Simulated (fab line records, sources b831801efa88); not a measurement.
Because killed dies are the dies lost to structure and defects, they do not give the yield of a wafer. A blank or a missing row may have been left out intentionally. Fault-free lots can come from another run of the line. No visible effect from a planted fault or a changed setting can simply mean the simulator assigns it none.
Which tool is to blame? ; flow gf180mcu ; 7 lots (21 wafers sampled), 1 step of a 602-step route

== WHAT THE GAUGES SHOWED, per wafer ==
GF_V1_OVL_MEAS_15.
lot;measured;on;V1_OVL (nm)
L802;day 18 17:42;overlay-02;3 4 -1
L805;day 20 12:26;overlay-01;-6 12 10
L809;day 21 21:17;overlay-01;-4 0 1
L812;day 22 22:12;overlay-01;1 1 -7
L814;day 23 10:24;overlay-02;-5 -2 4
L818;day 24 19:11;overlay-01;-5 -2 -3
L824;day 26 13:18;overlay-01;1 3 -2

== WHICH TOOL RAN EACH LOT (tool, then ch and the chambers of the sampled wafers, then the start) ==
Before these readings, the record contains no process step.

== THE ANSWER, worked out from the rows above alone ==
Rule: the lots themselves supply what counts as usual. Put in order of their means at a reading, lots are off if they are a third of the lots or fewer, leave a main group of 4 or more, and stand apart from it by a gap of 3 or more times the standard deviation of the main group's means; of several such gaps the widest counts. If all means in a main group match to the digits the tables above print for the reading, that group is not used. Also off: a lot with no number at a reading for which 4 or more lots have one. The other lots that the step has rows for count as sound.
No lot is off on any of the readings shown, so nothing can be concluded from this.

== WHAT THE SIMULATOR PUT IN ==
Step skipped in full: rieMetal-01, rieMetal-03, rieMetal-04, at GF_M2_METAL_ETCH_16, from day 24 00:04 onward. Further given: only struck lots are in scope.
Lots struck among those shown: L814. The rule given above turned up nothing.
